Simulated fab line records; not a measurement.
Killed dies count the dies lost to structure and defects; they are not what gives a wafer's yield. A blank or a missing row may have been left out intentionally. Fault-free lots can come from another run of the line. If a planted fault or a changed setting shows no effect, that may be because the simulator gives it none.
fab line records	flow sfqLine
[record] lots = 15	wafers = 45	lastDay = 81
route steps=325 shown M0@38 I0@44 M1@71 I1@86
lots that met no fault: taken from a fault-free run of the same line
startH: the number of hours between the record's first day and the start of the first shown wafer of the lot	waitH: hours from the lot's prior step to this one	" same as the row above	L1.1+2: a row that stands for several wafers	- value missing, or start not given	* or withheld: withheld	< > ~ a bound
route shown NAME@n: a module of which the file shows steps, and the number in the route of the first	usual: mean and standard deviation over wafers with no fault	same: alike in all rows	chamber/n: place in a boat	sites: each site's reading	_std_site: standard deviation of those values	_edge_site: mean of outer sites minus mean of inner sites	radiusMm: for every site, how far away it sits from the centre of the wafer	mask NAME#n: copy n	behind: the tool/chamber that last shaped the wafer	hold: why the lot was held/for how many hours/how that ended	device: transistor that didn't switch, given as n, p or np	end of line: tests run on the same wafers once the route is complete	step lacking rows: just its recipe	killed: not the wafer's yield, but the dies lost to structure and defects at the first sort	map: the dies of a wafer, with x for killed, . for not killed, _ for no die there
set.NAME: the setting as run; set.NAME@STEP: as run at that earlier step	model.NAME: the simulator's own value behind a step, which no gauge read
the route's steps for a sample of lots (tables are steps, rows are wafers)
services: from which hour (startH, from the record's first day; less than 0 if before it) a tool's chamber was out of use, for how many hours, and why
[[steps]]
[step SFQ_M0_OVL_MEAS_906]
[usual] M0_OVL = 0/5.5
lot.wafer	tool	chamber	startH	waitH	M0_OVL[nm]
L594.2	overlay-02	-	184.53	0.1	3
L594.4	"	-	"	"	-4
L594.6	"	-	"	"	9
L595.3	overlay-02	-	186.94	0.1	-1
L595.4	"	-	"	"	3
L595.5	"	-	"	"	5
L597.1	overlay-01	-	277.42	0.1	-2
L597.5	"	-	"	"	-1
L597.6	"	-	"	"	-4
L599.4	overlay-02	-	294.24	0.1	11
L599.5	"	-	"	"	7
L599.6	"	-	"	"	5
L600.3	overlay-01	-	295.44	0.1	4
L600.4	"	-	"	"	7
L600.5	"	-	"	"	5
L601.1	overlay-01	-	296.62	0.1	5
L601.3	"	-	"	"	2
L601.6	"	-	"	"	2
L602.1	overlay-01	-	297.82	0.1	-3
L602.2	"	-	"	"	2
L602.4	"	-	"	"	-5
L603.1	overlay-01	-	299.02	0.1	2
L603.3	"	-	"	"	2
L603.5	"	-	"	"	6
L608.1	overlay-02	-	306.30	0.1	-7
L608.2	"	-	"	"	5
L608.6	"	-	"	"	1
L609.3	overlay-02	-	307.44	0.1	-3
L609.4	"	-	"	"	-2
L609.6	"	-	"	"	3
L611.1	overlay-01	-	309.82	0.1	-6
L611.5	"	-	"	"	-7
L611.6	"	-	"	"	-8
L612.1	overlay-01	-	311.24	0.1	-11
L612.3	"	-	"	"	-8
L612.5	"	-	"	"	-16
L614.2	overlay-02	-	313.43	0.1	5
L614.4	"	-	"	"	3
L614.5	"	-	"	"	1
L616.1	overlay-02	-	322.80	0.1	1
L616.4	"	-	"	"	2
L616.5	"	-	"	"	5
L617.2	overlay-02	-	332.39	0.1	-8
L617.4	"	-	"	"	-6
L617.5	"	-	"	"	3
[step SFQ_TRILAYER_I0_CMP_CMP_028]
[recipe] material = SiO2	downForcePsi = 3	platenRpm = 60	padVelocityMS = 0.94248
[usual] motorCurrentA = 10.4/0.93	slurryFilterDpKPa = 13.49/0.14	timeToEndpointS = 213/7.5
lot.wafer	tool	chamber	startH	waitH	motorCurrentA	slurryFilterDpKPa	timeToEndpointS
L594.4	cmp-01	0	195.77	10.2	11.7	13.35	222
L594.2	"	3	197.27	11.7	11.7	13.37	214
L594.6	"	0	"	"	12.1	13.45	223
L595.4	cmp-02	1	200.41	12.4	8.7	13.37	213
L595.3	"	2	"	"	9.9	13.50	211
L595.5	"	1	202.41	14.4	8.6	13.36	220
L597.1	cmp-02	2	280.60	2.1	10.0	13.31	220
L597.5	"	3	"	"	10.4	13.62	214
L597.6	"	0	"	"	11.4	13.54	214
L600.3	cmp-02	2	297.60	1.1	9.8	13.41	225
L600.4	"	3	"	"	10.3	13.45	225
L600.5	"	2	299.60	3.1	9.8	13.29	230
L599.4	cmp-01	1	298.51	3.2	10.8	13.55	203
L599.5	"	2	"	"	9.8	13.48	205
L599.6	"	3	"	"	11.2	13.44	211
L601.1	cmp-01	0	300.01	2.4	11.5	13.73	221
L601.3	"	1	"	"	10.6	13.64	208
L601.6	"	0	302.01	4.3	11.8	13.56	218
L602.1	cmp-02	2	300.10	0.8	9.6	13.75	229
L602.4	"	3	"	"	10.3	13.48	220
L602.2	"	1	301.60	2.3	9.1	13.65	230
L603.1	cmp-01	1	303.51	3.5	11.6	13.26	209
L603.3	"	2	"	"	9.8	13.78	202
L603.5	"	1	305.51	5.4	10.9	13.45	210
L608.1	cmp-01	2	312.51	4.4	8.9	13.67	202
L608.2	"	3	"	"	11.5	13.46	205
L608.6	"	2	314.51	6.4	10.0	13.71	205
L609.3	cmp-02	1	312.60	4.1	9.1	13.62	214
L609.4	"	3	313.60	5.1	10.3	13.47	219
L609.6	"	1	314.60	6.1	8.3	13.53	215
L611.1	cmp-02	1	316.60	5.7	8.6	13.67	216
L611.6	"	2	"	"	9.7	13.48	221
L611.5	"	3	"	"	9.7	13.49	210
L612.3	cmp-01	0	318.51	6.2	11.3	13.57	209
L612.1	"	1	"	"	11.0	13.55	207
L612.5	"	0	320.51	8.2	11.2	13.81	214
L614.2	cmp-01	1	322.01	7.6	11.5	13.32	203
L614.4	"	2	"	"	9.2	13.66	200
L614.5	"	3	"	"	11.0	13.32	216
L616.1	cmp-01	2	327.01	3.2	9.8	13.56	210
L616.4	"	1	328.51	4.6	11.2	13.46	215
L616.5	"	3	329.51	5.6	10.9	13.73	223
L617.2	cmp-02	3	333.45	0.0	9.9	13.51	197
L617.4	"	2	334.95	1.5	9.5	13.54	217
L617.5	"	0	335.95	2.5	10.5	13.49	209
[step SFQ_TRILAYER_M1_STRIP_STRIP_043]
[recipe] gas = O2	powerW = 200	platenTempC = 40	overashFraction = 0.65	chemistry = O2	pressureMtorr = 50
[usual] chamberPressureMTorr = 50.00/0.049	drypumpMotorCurrentA = 5.8/0.41	oesProductAu = 1.000/0.0097
lot.wafer	tool	chamber	startH	waitH	chamberPressureMTorr	drypumpMotorCurrentA	oesProductAu	rfHoursCounterH
L594.2	rieMetal-02	1	379.83	0.4	49.98	5.2	0.985	-
L594.4	"	1	"	"	50.02	5.2	0.988	-
L594.6	"	1	"	"	49.99	5.2	0.980	-
L595.3	rieMetal-01	1	380.84	0.2	50.00	5.7	0.995	-
L595.4	"	0	"	"	50.06	5.8	0.991	-
L595.5	"	1	"	"	50.08	5.7	0.987	-
L597.1	rieMetal-03	1	391.44	0.1	50.00	6.3	0.998	38
L597.5	"	1	"	"	50.05	6.3	0.998	-
L597.6	"	0	"	"	49.97	5.5	0.988	-
L599.4	rieMetal-02	1	409.89	0.2	50.02	5.2	0.996	-
L599.5	"	1	"	"	49.95	5.2	0.992	-
L599.6	"	0	"	"	50.01	6.5	0.993	-
L600.3	rieMetal-03	0	411.09	0.2	50.12	5.6	0.997	-
L600.4	"	1	"	"	49.95	6.3	1.009	-
L600.5	"	0	"	"	49.95	5.6	0.987	-
L601.1	rieMetal-03	0	413.87	0.1	49.93	5.6	1.004	86
L601.3	"	1	"	"	50.01	6.3	1.019	-
L601.6	"	0	"	"	49.86	5.6	1.010	-
L602.1	rieMetal-01	1	416.07	0.1	49.92	5.8	1.002	112
L602.2	"	0	"	"	50.02	5.8	0.994	78
L602.4	"	1	"	"	49.96	5.7	0.991	-
L603.1	rieMetal-01	1	421.01	0.1	50.01	5.8	0.996	113
L603.3	"	1	"	"	50.02	5.7	1.002	-
L603.5	"	0	"	"	50.02	5.8	0.999	-
L608.1	rieMetal-01	1	432.82	0.1	49.98	5.7	0.993	115
L608.2	"	0	"	"	50.00	5.7	0.993	81
L608.6	"	1	"	"	49.94	5.7	0.996	-
L609.3	rieMetal-02	1	434.22	0.2	50.00	5.2	1.009	-
L609.4	"	0	"	"	50.09	6.5	1.007	-
L609.6	"	0	"	"	49.99	6.5	1.007	-
L611.1	rieMetal-02	1	441.06	0.2	49.86	5.2	0.989	54
L611.5	"	1	"	"	49.90	5.2	1.006	-
L611.6	"	1	"	"	50.02	5.2	1.003	-
L612.1	rieMetal-03	1	442.08	0.1	49.97	6.3	1.011	46
L612.3	"	0	"	"	49.99	5.5	1.015	-
L612.5	"	1	"	"	50.01	6.3	1.007	-
L614.2	rieMetal-01	1	445.68	0.1	50.00	5.7	0.984	117
L614.4	"	1	"	"	50.02	5.8	0.990	-
L614.5	"	1	"	"	50.11	5.8	0.994	-
L616.1	rieMetal-01	1	455.80	0.1	50.03	5.7	0.982	119
L616.4	"	1	"	"	49.92	5.7	0.986	-
L616.5	"	1	"	"	49.86	5.7	0.998	-
L617.2	rieMetal-03	0	467.20	0.1	50.04	5.6	1.010	93
L617.4	"	1	"	"	50.05	6.3	1.016	-
L617.5	"	1	"	"	50.01	6.3	1.021	-
[step SFQ_TRILAYER_I1_VIA_STRIP_STRIP_053]
[recipe] gas = O2	powerW = 200	platenTempC = 40	overashFraction = 0.65	chemistry = O2	pressureMtorr = 50
[usual] chamberPressureMTorr = 50.00/0.047	drypumpMotorCurrentA = 5.8/0.42	oesProductAu = 0.995/0.0078
lot.wafer	tool	chamber	startH	waitH	chamberPressureMTorr	drypumpMotorCurrentA	oesProductAu	rfHoursCounterH
L594.2	rieMetal-02	0	534.58	-	50.00	6.5	0.996	17
L594.4	"	0	"	"	49.98	6.5	0.996	-
L594.6	"	1	"	"	50.03	5.2	1.000	-
L595.3	rieMetal-01	0	537.18	-	50.05	5.8	0.999	-
L595.4	"	1	"	"	49.92	5.7	0.995	-
L595.5	"	1	"	"	49.98	5.8	0.994	-
L597.1	rieMetal-04	0	552.58	-	49.97	6.3	1.010	153
L597.5	"	1	"	"	50.01	5.7	0.993	-
L597.6	"	0	"	"	49.97	6.3	1.007	-
L599.4	rieMetal-02	0	572.03	-	49.99	6.5	0.993	-
L599.5	"	1	"	"	49.98	5.2	0.989	-
L599.6	"	0	"	"	50.03	6.5	0.978	-
L600.3	rieMetal-01	0	575.63	-	50.12	5.8	0.993	-
L600.4	"	1	"	"	49.96	5.8	0.982	-
L600.5	"	1	"	"	49.92	5.7	0.996	-
L601.1	rieMetal-02	1	581.43	-	50.02	5.2	0.998	78
L601.3	"	1	"	"	49.97	5.2	0.994	-
L601.6	"	0	"	"	50.09	6.5	0.997	-
L602.1	rieMetal-04	0	584.31	-	50.03	6.3	1.006	157
L602.2	"	1	"	"	49.98	5.7	1.014	89
L602.4	"	0	"	"	50.08	6.3	1.020	-
L603.1	rieMetal-02	1	587.91	-	49.97	5.2	1.001	79
L603.3	"	0	"	"	50.01	6.5	1.003	-
L603.5	"	0	"	"	49.96	6.5	0.988	-
L608.1	rieMetal-01	1	601.11	-	50.08	5.7	0.988	139
L608.2	"	0	"	"	50.03	5.8	1.001	105
L608.6	"	1	"	"	49.99	5.7	0.985	-
L609.3	rieMetal-02	0	603.71	-	40.12	6.5	1.003	-
L609.4	"	1	"	"	40.08	5.2	0.996	-
L609.6	"	0	"	"	40.06	6.5	0.992	-
L611.1	rieMetal-02	0	605.91	-	40.00	6.5	1.000	28
L611.5	"	1	"	"	39.94	5.2	1.004	-
L611.6	"	0	"	"	40.10	6.5	1.005	-
L612.1	rieMetal-01	1	607.11	-	49.96	5.7	0.983	140
L612.3	"	1	"	"	50.06	5.8	0.985	-
L612.5	"	0	"	"	50.00	5.8	0.986	-
L614.2	rieMetal-02	1	609.51	-	40.04	5.2	0.996	82
L614.4	"	1	"	"	40.00	5.2	0.998	-
L614.5	"	1	"	"	39.92	5.2	1.001	-
L616.1	rieMetal-01	0	611.91	-	49.97	5.8	0.994	106
L616.4	"	0	"	"	49.98	5.8	1.004	-
L616.5	"	1	"	"	49.98	5.8	1.000	-
L617.2	rieMetal-01	1	613.11	-	49.99	5.7	0.985	141
L617.4	"	1	"	"	49.93	5.8	0.985	-
L617.5	"	1	"	"	49.94	5.7	0.989	-
[[services]]
tool	chamber	startH	hours	kind
cmp-01	-	171.97	1.9	repair
cmp-01	-	225.77	4.0	pm
cmp-02	-	233.41	4.0	pm
cmp-01	-	243.89	4.6	repair
cmp-02	-	245.30	0.7	repair
cmp-01	-	275.95	0.6	repair
rieMetal-02	-	332.15	1.3	repair
cmp-02	-	342.63	4.9	repair
cmp-01	-	353.98	4.8	repair
rieMetal-02	-	382.65	0.1	repair
cmp-01	-	410.63	4.0	pm
cmp-01	-	415.03	1.9	repair
rieMetal-02	0	435.59	19.1	repair
cmp-02	-	451.74	15.6	pm
cmp-01	-	468.65	4.3	pm
cmp-02	-	488.98	0.5	repair
rieMetal-02	-	510.70	0.5	repair
cmp-02	-	516.66	6.3	pm
cmp-02	-	521.74	0.6	repair
rieMetal-02	-	524.55	2.8	pm
rieMetal-01	-	533.91	2.8	pm
cmp-01	-	563.87	4.0	repair
rieMetal-01	-	572.83	2.1	repair
cmp-01	-	596.19	6.6	pm
[[key]]
[firstSign] step = SFQ_TRILAYER_I1_VIA_STRIP_STRIP_053	reading = chamberPressureMTorr	direction = down	sigmas = 99+	usual = 50.00	struck = 40.03
effect none on later readings
metAt SFQ_TRILAYER_I1_VIA_STRIP_STRIP_053
struckLots L609,L611,L614
notActingAt SFQ_M0_OVL_MEAS_906,SFQ_TRILAYER_I0_CMP_CMP_028,SFQ_TRILAYER_M1_STRIP_STRIP_043
onsetBetween 587.91 603.71
[fault] kind = processParameterDrift	tool = rieMetal-02	chamber = -	onsetH = 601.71	steps = SFQ_TRILAYER_I1_VIA_STRIP_STRIP_053	channel = pressureMtorr	offset = -10	shape = step	endH = 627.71	actsIn = theseRecipesOnly	stated = 50
